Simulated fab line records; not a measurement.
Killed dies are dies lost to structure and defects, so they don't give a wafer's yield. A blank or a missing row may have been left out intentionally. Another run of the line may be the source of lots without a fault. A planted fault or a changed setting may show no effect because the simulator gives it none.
Problem report, 8D (eight disciplines) form, completed by code :: flow gf180mcu :: the parts of the form that need people (team, actions taken, sign-off) are left out

== 1. THE PROBLEM ==
cathode dc power W at GF_TOP_METAL_SPUTTER_01 reads a mean of 5845.7 W on 6 wafers of 2 lots; wafers without a fault read 6500.0 W with a standard deviation of 1.2. That is -99 or more standard deviations from the usual mean.
The step: material TiN, target thk 30 nm, time 25 s.
The first sign was on wafer L789.1 at day 33 02:58, on pvd sputter-03. The record has a number at this step for 18 wafers belonging to 6 lots. Rule for "out", or "out of limits": more than 4 standard deviations from the usual mean. The other wafers with a number count as sound.

== 2. WHAT IT IS, WHAT IT ISN'T ==
question: which readings at this step
is: cathode dc power W
is not: throttle valve pct

question: which lots
is: L789, L790
is not: L770, L777, L780, L792

question: which wafers of those lots
is: all that have a number
is not: -

question: read on which tools
is: pvd sputter-03
is not: pvd sputter-04

question: when
is: from day 33 02:58
is not: up to then (9 sound wafers); but 3 sound wafers of L792 came after

== 3. THE SUSPECTS, EACH WITH WHAT RULES IT OUT ==
Counting: any tool at a process step up to the reading is kept as a suspect provided that every lot that is out went through it and no sound lot did after the first of them.
- pvd sputter-04 at GF_V5_SPUTTER_21 (material Ti, target thk 15 nm, time 80.02 s): kept. It ran every lot that is out, first L789 (day 33 02:04), and no sound lot after that; its last sound lot up to then is L780 (day 30 12:26).
- pvd sputter-03 at GF_TOP_METAL_SPUTTER_01 (material TiN, target thk 30 nm, time 25 s): kept. It ran every lot that is out, first L789 (day 33 02:58), and no sound lot after that; its last sound lot up to then is L780 (day 30 13:13). Out on those wafers are its own readings of cathode dc power W.
Left after counting: pvd sputter-04 at GF_V5_SPUTTER_21, pvd sputter-03 at GF_TOP_METAL_SPUTTER_01.

== 4. THE CAUSE (what the simulator had put in) ==
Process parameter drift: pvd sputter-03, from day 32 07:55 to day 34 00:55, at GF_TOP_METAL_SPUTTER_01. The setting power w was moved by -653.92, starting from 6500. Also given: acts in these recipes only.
After counting, 2 suspects remain, this tool included.

== 5. THE CHAIN OF EFFECTS, in route order ==
Each row: a reading whose mean over the struck wafers that have a number lies more than 3 standard deviations from the usual. Scope: only readings with a usual standard deviation given in the record; hours: median across lots of the time from each lot's start at the first step in this table that gives one to its start at this step; sigmas: change in usual standard deviations.
hours: 0
step: GF_TOP_METAL_SPUTTER_01
reading: cathode dc power W
usual: 6500.0 W
on struck wafers: 5845.7
change: -654.3
sigmas: -99 or more
It contains these process steps:
- GF_TOP_METAL_SPUTTER_01: material TiN, target thk 30 nm, time 25 s.

== 6. HOW IT WOULD HAVE BEEN CAUGHT EARLIER ==
The fault began at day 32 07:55; the first out-of-limits reading in this record came at day 33 02:58, 19 hours later.
